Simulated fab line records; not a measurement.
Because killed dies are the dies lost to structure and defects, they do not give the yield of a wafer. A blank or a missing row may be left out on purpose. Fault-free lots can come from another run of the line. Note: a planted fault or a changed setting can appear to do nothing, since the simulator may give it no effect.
What tool caused it? -- flow sky130 -- Sampling: 13 lots, 39 wafers, 5 of 708 route steps

## WHAT THE GAUGES SHOWED, per wafer
SKY_PWDE_TW_MEAS_10. Usual: PWDE_TW gives 374.7 (standard deviation 2.5).
lot,measured,on,PWDE_TW,flag
L350,day 3 17:25,film_metro-03,373.8 372.5 370.4,
L351,day 4 04:13,film_metro-03,371.9 370.6 371.5,
L352,day 4 09:50,film_metro-03,373.1 372.0 372.8,
L355,day 5 01:09,film_metro-03,375.2 376.1 376.1,
L357,day 5 11:27,film_metro-03,375.9 377.2 374.6,
L364,day 7 07:37,film_metro-03,374.3 372.0 374.2,
L366,day 7 18:33,film_metro-02,374.6 376.2 374.4,
L367,day 8 02:14,film_metro-04,375.2 375.9 377.3,
L368,day 8 06:35,film_metro-04,375.8 375.4 375.1,
L369,day 8 08:13,film_metro-04,378.2 379.3 378.5,
L370,day 8 14:29,film_metro-02,372.3 373.6 373.8,
L372,day 8 23:41,film_metro-04,377.9 378.6 379.0,
L373,day 9 07:04,film_metro-02,371.1 371.7 373.3,

SKY_VT_ADJUST_LVTN_TW_MEAS_21. Usual: VT_ADJUST_LVTN_2_TW gives 189.3 (standard deviation 1.3).
lot,measured,on,VT_ADJUST_LVTN_2_TW,flag
L350,day 7 12:43,film_metro-01,189.4 190.0 190.8,
L351,day 8 01:13,film_metro-01,190.1 190.2 189.7,
L352,day 8 08:33,film_metro-01,190.7 190.6 190.3,
L355,day 9 03:20,film_metro-01,30.3 30.4 30.2,OFF
L357,day 9 15:04,film_metro-03,188.2 188.3 188.9,
L364,day 11 22:25,film_metro-01,191.2 189.9 190.2,
L366,day 12 13:08,film_metro-03,187.6 186.8 188.1,
L367,day 12 20:27,film_metro-01,188.3 189.4 189.6,
L368,day 13 02:05,film_metro-01,191.2 191.1 189.8,
L369,day 13 03:04,film_metro-01,190.8 190.9 190.8,
L370,day 13 14:38,film_metro-02,190.7 190.2 191.0,
L372,day 13 23:02,film_metro-02,191.1 191.1 189.2,
L373,day 14 06:40,film_metro-02,188.7 189.5 189.7,

SKY_SD_P_OVL_MEAS_08. Usual: SD_P_OVL gives -0.6 nm (standard deviation 1.5).
lot,measured,on,SD_P_OVL (nm),flag
L350,day 25 03:58,overlay-02,0.7 0.3 0.0,
L351,day 25 15:11,overlay-01,1.9 1.5 -0.5,
L352,day 26 15:26,overlay-01,-0.9 -1.0 -1.0,
L355,day 27 05:11,overlay-01,-2.9 -1.6 -0.4,
L357,day 27 22:26,overlay-02,1.3 0.9 1.3,
L364,day 30 15:38,overlay-02,0.9 3.5 1.3,
L366,day 31 09:20,overlay-02,-1.9 -1.6 -2.8,
L367,day 32 06:02,overlay-01,-3.2 -0.8 -0.8,
L368,day 32 07:33,overlay-01,0.0 0.7 -0.1,
L369,day 32 07:55,overlay-02,-2.0 -0.8 -2.4,
L370,day 32 09:53,overlay-01,-3.3 -1.3 -2.1,
L372,day 32 19:39,overlay-02,-1.6 1.0 1.0,
L373,day 33 07:17,overlay-02,-2.3 -1.1 -1.9,

## TOOL THAT RAN EACH LOT (tool first, then ch and the chambers of the sampled wafers, then the start)
lot,SKY_VT_ADJUST_LVTN_STRIP_09,SKY_VT_ADJUST_LVTN_STRIP_20
L350,"plasma_asher-02 ch 0,1, day 6 16:55","plasma_asher-02 ch 0, day 7 12:37"
L351,"plasma_asher-02 ch 0, day 7 04:49","plasma_asher-04 ch 0,1, day 8 01:07"
L352,"plasma_asher-02 ch 0,1, day 7 11:41","plasma_asher-02 ch 0,1, day 8 08:28"
L355,"plasma_asher-01 ch 0,1, day 8 06:02","plasma_asher-04 ch 0,1, day 9 03:14"
L357,"plasma_asher-04 ch 0,1, day 8 17:49","plasma_asher-01 ch 0,1, day 9 14:58"
L364,"plasma_asher-01 ch 0,1, day 10 22:28","plasma_asher-04 ch 0,1, day 11 22:19"
L366,"plasma_asher-01 ch 0, day 11 12:04","plasma_asher-04 ch 0,1, day 12 13:02"
L367,"plasma_asher-02 ch 0,1, day 11 19:11","plasma_asher-02 ch 0,1, day 12 20:22"
L368,"plasma_asher-04 ch 0,1, day 12 01:19","plasma_asher-02 ch 0,1, day 13 01:59"
L369,"plasma_asher-02 ch 0,1, day 12 01:28","plasma_asher-02 ch 1, day 13 02:58"
L370,"plasma_asher-04 ch 0,1, day 12 12:46","plasma_asher-04 ch 0,1, day 13 14:33"
L372,"plasma_asher-02 ch 1, day 12 20:46","plasma_asher-02 ch 0,1, day 13 22:56"
L373,"plasma_asher-02 ch 0,1, day 13 04:22","plasma_asher-01 ch 0,1, day 14 06:34"
- SKY_VT_ADJUST_LVTN_STRIP_09: strips in O2/N2.
- SKY_VT_ADJUST_LVTN_STRIP_20: strips in O2/N2.

## WHAT THE TOOLS THEMSELVES READ (means of the sampled wafers that have a number; where no wafer has one, the mark that the record gives instead)
SKY_VT_ADJUST_LVTN_STRIP_09. Usual: chamber_pressure_mTorr 1499.8 mTorr, standard deviation 2.6; drypump_motor_current_A 5.8 A, standard deviation 0.56; oes_product_au 0.722 a.u., standard deviation 0.0049; strip_time_to_endpoint_s 37.02 s, standard deviation 0.091.
lot,tool,chamber_pressure_mTorr (mTorr),drypump_motor_current_A (A),oes_product_au (a.u.),strip_time_to_endpoint_s (s),flag
L350,plasma_asher-02,1499.7,6.4,0.721,37.06,
L351,plasma_asher-02,1499.6,6.4,0.728,37.06,
L352,plasma_asher-02,1500.3,6.3,0.727,36.98,
L355,plasma_asher-01,1499.8,5.6,0.953,-,OFF
L357,plasma_asher-04,1499.1,5.1,0.722,37.11,
L364,plasma_asher-01,1501.3,5.9,0.719,37.00,
L366,plasma_asher-01,1499.8,6.1,0.722,36.98,
L367,plasma_asher-02,1500.4,6.3,0.726,37.14,
L368,plasma_asher-04,1490.9,5.1,0.722,37.10,OFF
L369,plasma_asher-02,1500.1,6.3,0.720,37.04,
L370,plasma_asher-04,1501.2,5.1,0.722,37.05,
L372,plasma_asher-02,1499.2,6.3,0.721,36.89,
L373,plasma_asher-02,1501.3,6.3,0.722,37.05,

SKY_VT_ADJUST_LVTN_STRIP_20. Usual: chamber_pressure_mTorr 1500.1 mTorr, standard deviation 1.4; drypump_motor_current_A 5.9 A, standard deviation 0.54; oes_product_au 0.716 a.u., standard deviation 0.0048; strip_time_to_endpoint_s 14.18 s, standard deviation 0.042.
lot,tool,chamber_pressure_mTorr (mTorr),drypump_motor_current_A (A),oes_product_au (a.u.),strip_time_to_endpoint_s (s),flag
L350,plasma_asher-02,1499.4,6.4,0.720,14.16,
L351,plasma_asher-04,1499.1,5.1,0.717,14.17,
L352,plasma_asher-02,1500.1,6.4,0.721,14.22,
L355,plasma_asher-04,1499.4,5.1,0.713,26.22,OFF
L357,plasma_asher-01,1499.1,5.9,0.718,14.15,
L364,plasma_asher-04,1500.0,5.1,0.715,14.20,
L366,plasma_asher-04,1502.3,5.1,0.715,14.16,
L367,plasma_asher-02,1500.8,6.4,0.714,14.15,
L368,plasma_asher-02,1498.9,6.3,0.716,14.12,
L369,plasma_asher-02,1498.8,6.3,0.717,14.22,
L370,plasma_asher-04,1500.1,5.1,0.714,14.20,
L372,plasma_asher-02,1500.3,6.4,0.716,14.20,
L373,plasma_asher-01,1500.0,5.9,0.713,14.16,

## THE ANSWER, worked out from the rows above alone
Rule: a lot is off if the mean of its wafers that have a number lies more than 3 standard deviations from the usual mean. A lot without any number at a reading at which 4 lots or more have one is off too. Any other lot the step has rows for is counted as sound. After the gauges, taken in route order, come the tools' own readings; for these a lot's mean is taken, as printed above. The first step at which some lot is off is used, and at that step the reading that is off furthest; a lot without a number counts as furthest.
Off: L355, at SKY_VT_ADJUST_LVTN_TW_MEAS_21 (VT_ADJUST_LVTN_2_TW).
If a tool, at a process step before that reading, ran all the lots that are off and no sound lot after the first of them, it fits. Not tried: the gauges at SKY_VT_ADJUST_LVTN_TW_MEAS_21; whatever is off there is also off at SKY_VT_ADJUST_LVTN_STRIP_09, on other tools, and gauge error can't account for it. Of those tried, none fits.

## WHAT THE SIMULATOR HAD INSERTED
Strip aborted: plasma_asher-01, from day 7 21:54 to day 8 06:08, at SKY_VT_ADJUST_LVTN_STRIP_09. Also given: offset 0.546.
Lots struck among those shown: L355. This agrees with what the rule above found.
